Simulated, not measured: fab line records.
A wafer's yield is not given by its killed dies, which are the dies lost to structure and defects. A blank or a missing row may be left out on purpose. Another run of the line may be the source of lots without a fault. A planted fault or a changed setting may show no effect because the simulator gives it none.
Which of the tools did it?    flow sky130    15 lots, 45 wafers sampled, at 4 steps of a route of 708

## WHAT THE GAUGES READ, wafer by wafer
SKY_FIELD_ISO_BOW_MEAS_00.
lot   measured     on             INCOMING_BOW (um)
L861  day 2 01:00  film metro-01  -2 0 -5
L862  day 2 06:04  film metro-01  3 -7 -5
L863  day 2 11:00  film metro-03  -7 11 -16
L864  day 2 16:02  film metro-03  10 2 -14
L865  day 2 21:00  film metro-04  18 -1 -5
L868  day 3 12:00  film metro-04  -9 5 10
L869  day 3 17:00  film metro-03  -8 3 5
L871  day 4 03:00  film metro-04  0 -2 -5
L872  day 4 08:00  film metro-04  -5 -3 -2
L873  day 4 13:00  film metro-04  8 -9 -10
L874  day 4 18:00  film metro-04  -1 8 2
L875  day 4 23:00  film metro-04  4 -7 0
L876  day 5 04:01  film metro-03  -2 -13 -13
L880  day 6 00:00  film metro-04  0 -4 -6
L881  day 6 05:02  film metro-01  0 -8 2

SKY_VT_ADJUST_LVTN_OVL_MEAS_07.
lot   measured      on          VT_ADJUST_LVTN_OVL (nm)
L861  day 7 16:55   overlay-02  0.9 1.0 0.5
L862  day 8 00:18   overlay-01  2.4 2.1 1.2
L863  day 8 09:49   overlay-01  1.8 2.2 1.8
L864  day 8 11:29   overlay-02  1.6 2.2 1.1
L865  day 8 17:54   overlay-01  -0.2 -1.7 -0.7
L868  day 9 12:54   overlay-02  1.0 -0.9 -0.5
L869  day 9 19:23   overlay-01  0.8 1.0 0.0
L871  day 10 08:58  overlay-02  0.4 1.1 2.5
L872  day 10 13:45  overlay-02  -2.1 -1.6 -2.7
L876  day 11 23:29  overlay-02  -1.6 0.4 -1.8
L880  day 12 23:05  overlay-01  -1.3 -0.9 -0.7
L881  day 13 04:38  overlay-01  -3.8 -2.8 -2.1

## WHAT TOOL EACH LOT RAN ON (gives the tool, then ch and the chambers of the sampled wafers, and finally the start)
lot   SKY_FIELD_ISO_EXPOSE_10           SKY_FIELD_ISO_STRIP_16
L861  krf scanner-01 ch 0, day 2 13:19  plasma asher-03 ch 1, day 2 20:34
L862  krf scanner-01 ch 0, day 2 17:52  plasma asher-04 ch 0,1, day 3 01:12
L863  krf scanner-02 ch 0, day 3 02:11  plasma asher-03 ch 0,1, day 3 10:07
L864  krf scanner-02 ch 0, day 3 04:02  plasma asher-02 ch 0,1, day 3 12:23
L865  krf scanner-02 ch 0, day 3 10:39  plasma asher-02 ch 0,1, day 3 18:55
L868  krf scanner-02 ch 0, day 4 01:05  plasma asher-02 ch 0,1, day 4 09:16
L869  krf scanner-02 ch 0, day 4 05:42  plasma asher-03 ch 0,1, day 4 13:52
L871  krf scanner-01 ch 0, day 4 16:36  plasma asher-04 ch 0,1, day 5 01:13
L872  krf scanner-02 ch 0, day 4 21:49  plasma asher-02 ch 0,1, day 5 06:40
L873  krf scanner-01, day 5 01:46       plasma asher-04 ch 0,1, day 5 10:34
L874  krf scanner-02, day 5 07:03       plasma asher-04 ch 0,1, day 5 16:37
L875  krf scanner-02, day 5 14:48       plasma asher-04 ch 0,1, day 6 00:10
L876  krf scanner-02 ch 0, day 5 17:41  plasma asher-03 ch 0,1, day 6 02:29
L880  krf scanner-02 ch 0, day 6 16:52  plasma asher-04 ch 0,1, day 7 02:56
L881  krf scanner-02 ch 0, day 6 18:50  plasma asher-02 ch 0,1, day 7 04:51
- SKY_FIELD_ISO_EXPOSE_10: exposes mask FOM, target cd 150 nm.
- SKY_FIELD_ISO_STRIP_16: strips in O2/N2.

## WHAT THE TOOLS THEMSELVES READ (means of the sampled wafers that have a number; where no wafer has one, the mark that the record gives instead)
SKY_FIELD_ISO_EXPOSE_10.
lot   tool            exposure dose mJ cm2  focus offset nm (nm)
L861  krf scanner-01  27.98                 0.6
L862  krf scanner-01  27.98                 0.2
L863  krf scanner-02  27.96                 -0.3
L864  krf scanner-02  27.98                 0.5
L865  krf scanner-02  28.00                 -0.1
L868  krf scanner-02  27.96                 0.5
L869  krf scanner-02  27.94                 -0.0
L871  krf scanner-01  28.00                 0.3
L872  krf scanner-02  27.95                 -0.4
L873  krf scanner-01  -                     -
L874  krf scanner-02  -                     -
L875  krf scanner-02  -                     -
L876  krf scanner-02  27.96                 -0.1
L880  krf scanner-02  27.99                 -0.2
L881  krf scanner-02  27.97                 0.7

SKY_FIELD_ISO_STRIP_16.
lot   tool             chamber pressure mTorr (mTorr)  drypump motor current A (A)  oes product au (a.u.)  strip time to endpoint s (s)
L861  plasma asher-03  1499.3                          6.10                         0.379                  3.551
L862  plasma asher-04  1501.5                          6.04                         0.380                  3.568
L863  plasma asher-03  1499.0                          6.32                         0.379                  3.565
L864  plasma asher-02  1501.2                          6.08                         0.378                  3.561
L865  plasma asher-02  1500.8                          6.07                         0.379                  3.543
L868  plasma asher-02  1500.6                          6.03                         0.375                  3.574
L869  plasma asher-03  1500.1                          6.19                         0.375                  3.548
L871  plasma asher-04  1499.8                          6.17                         0.375                  3.525
L872  plasma asher-02  1499.5                          6.08                         0.375                  3.522
L873  plasma asher-04  1500.7                          6.18                         0.371                  3.525
L874  plasma asher-04  1500.2                          6.06                         0.375                  3.536
L875  plasma asher-04  1499.6                          6.17                         0.378                  3.547
L876  plasma asher-03  1500.9                          6.20                         0.377                  3.525
L880  plasma asher-04  1497.9                          6.16                         0.375                  3.567
L881  plasma asher-02  1499.2                          6.03                         0.379                  3.565

## THE ANSWER, worked out from the rows above alone
Rule: the usual values come from the lots themselves. Put in order of their means at a reading, lots are off if they are a third of the lots or fewer, leave a main group of 4 or more, and stand apart from it by a gap of 3 or more times the standard deviation of the main group's means; of several such gaps the widest counts. A main group is skipped when, at the precision printed for the reading in the tables above, its means are all equal. Also off: a lot with no number at a reading for which 4 or more lots have one. All remaining lots with rows at the step are treated as sound. The gauges are gone through in route order, then the tools' own readings, and for those a lot's mean is taken as printed above. The first step at which some lot is off is used, and at that step the reading that is off furthest; a lot without a number counts as furthest.
Off: L873, L874, L875, at SKY_FIELD_ISO_EXPOSE_10 (exposure dose mJ cm2). Without a number there: L873, L874, L875. Main group: mean 27.97, sd 0.018.
If a tool, at that step or one of the process steps before it, ran each lot that is off and ran no sound lot following the first of them, it fits. Of those tried, none fits.

## WHAT THE SIMULATOR PUT IN
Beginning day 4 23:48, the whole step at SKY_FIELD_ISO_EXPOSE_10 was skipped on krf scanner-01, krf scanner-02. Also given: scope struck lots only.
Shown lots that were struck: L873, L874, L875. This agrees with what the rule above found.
